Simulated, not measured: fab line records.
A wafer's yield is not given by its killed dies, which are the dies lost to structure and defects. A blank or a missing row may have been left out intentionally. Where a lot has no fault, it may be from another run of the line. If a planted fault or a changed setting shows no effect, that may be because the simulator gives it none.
Problem report in the 8D (eight disciplines) form, filled by code    flow gf180mcu    the parts of the form that need people (team, actions taken, sign-off) are left out

1. WHAT WENT WRONG
Mean NWELL_OVL at GF_NWELL_OVL_MEAS_07: 37.3 nm over 9 wafers in 3 lots; fault-free wafers: -0.3 nm, standard deviation 1.5. Measured from the usual mean, that is +25 standard deviations.
First seen on wafer L159.1, day 5 11:16, on overlay-02. At this step, 39 wafers from 13 lots have a number in the record. Rule for "out" (also "out of limits"): further than 4 standard deviations from the usual mean. All remaining wafers that have a number are taken as sound.

2. WHAT IT IS; WHAT IT IS NOT
question                     is                      is not
which readings at this step  NWELL_OVL               -
which lots                   L159, L160, L161        L149, L151, L152, L153, L156, L164, L166, L168, L171, L172
which wafers of those lots   all that have a number  -
read on which gauges         overlay-01, overlay-02  -
when                         from day 5 11:16        up to then (15 sound wafers); but 15 sound wafers of L164, L166, L168, L171, L172 came after

3. THE SUSPECTS, EACH WITH WHAT RULES IT OUT
Counting: a tool at a process step up to the reading stays a suspect if it ran every lot that is out and no sound lot after the first of them.
- ruled out: the gauge at GF_NWELL_OVL_MEAS_07. The wafers that are out were read on 2 gauges (overlay-01, overlay-02).
- iline_stepper-01 at GF_NWELL_EXPOSE_04 (exposes mask Nwell, target cd 860 nm): kept. It processed each lot that is out, first L159 at day 5 07:26, and no sound lot thereafter; up to then, the last sound lot it processed was L156 at day 4 19:03.
Remaining after the count: iline_stepper-01 at GF_NWELL_EXPOSE_04.

4. THE CAUSE (what the simulator had put in)
Scanner matching overlay: iline_stepper-01, from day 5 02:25 on, at GF_NWELL_EXPOSE_04. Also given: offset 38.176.
Counting left only this tool.

5. THE CHAIN OF EFFECTS, in route order
Rows list readings where the struck wafers' mean (over those with a number) sits beyond 3 standard deviations from the usual. Readings are gone through only where the record gives a usual standard deviation; hours: the median, over the lots, of the time from a lot's start at the first step in this table giving one to that lot's start at this step; sigmas: the change measured in usual standard deviations.
hours  step                  reading    usual    on struck wafers  change  sigmas
0      GF_NWELL_OVL_MEAS_07  NWELL_OVL  -0.3 nm  37.3              +37.6   +25
Later steps that measure or inspect, where all struck wafers having a row at the step show a number for every such reading and not one has moved that far: GF_MVSD_OVL_MEAS_07.

6. WHAT WOULD HAVE CAUGHT IT SOONER
In this record the first reading out of limits at a measuring or inspecting step was taken at day 5 11:16, 9 hours after the fault began at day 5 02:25.
An alarm limit of 4 standard deviations would not have fired on the tool readings at GF_NWELL_EXPOSE_04 for which the record gives a usual standard deviation, since none of them was out on any struck wafer.
Among the 3 lots that are out, L161 began GF_NWELL_EXPOSE_04 on iline_stepper-01 after day 5 11:16. Putting the tool on hold at that point would have spared it.
